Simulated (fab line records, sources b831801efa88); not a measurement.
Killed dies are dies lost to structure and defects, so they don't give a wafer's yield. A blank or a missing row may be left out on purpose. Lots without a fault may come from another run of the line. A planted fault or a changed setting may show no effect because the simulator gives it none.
One fault seen from 2 desks | flow gf180mcu | each desk has only its own numbers; what lay behind them comes last

THE TOOL OWNER'S DESK: pvd_sputter-02
The tool's own readings at GF_MIM_SPUTTER_07 (material TiN, target thk 60 nm, time 50 s): means of the sampled wafers that have a number, for each lot that ran on this tool. A lot is out of limits, marked OUT, if its mean lies more than 4 standard deviations from the usual mean; the brackets give that distance.
Columns: A = throttle_valve_pct at GF_MIM_SPUTTER_07, usual 29.4 %
lot  | first seen here | A
L425 | day 25 00:06    | 28.0
L435 | day 28 09:34    | 28.1
L438 | day 29 13:42    | 28.5
This desk's finding: nothing out of limits on any of the 3 lots.

THE METROLOGY DESK
What the gauges read, lot by lot, whatever tool the lot ran on: means of the sampled wafers that have a number. A lot is out of limits, marked OUT, if its mean lies more than 4 standard deviations from the usual mean; the brackets give that distance.
Columns: A = V4_W_RS at GF_V4_RS_MEAS_24, usual 0.327 ohm/sq; B = V4_W_THK at GF_V4_THK_MEAS_25, usual 358 nm; C = MIM_CVD_05_THK at GF_MIM_THK_MEAS_06, usual 42.1 nm
lot  | first seen here | A     | B   | C
L425 | day 24 23:20    | 0.323 | 363 | 41.9
L435 | day 28 08:49    | 0.326 | 360 | 41.7
L438 | day 29 12:55    | 0.328 | 356 | 43.0
L441 | day 30 14:46    | 0.332 | 354 | 41.7
L445 | day 31 15:28    | 0.327 | 357 | 41.9
L446 | day 31 15:49    | 0.321 | 369 | 41.9
This desk's finding: nothing out of limits on any of the 6 lots.

PUT TOGETHER
The tool owner's desk saw nothing out of limits.
The metrology desk saw nothing out of limits.

WHAT THE SIMULATOR HAD PUT IN
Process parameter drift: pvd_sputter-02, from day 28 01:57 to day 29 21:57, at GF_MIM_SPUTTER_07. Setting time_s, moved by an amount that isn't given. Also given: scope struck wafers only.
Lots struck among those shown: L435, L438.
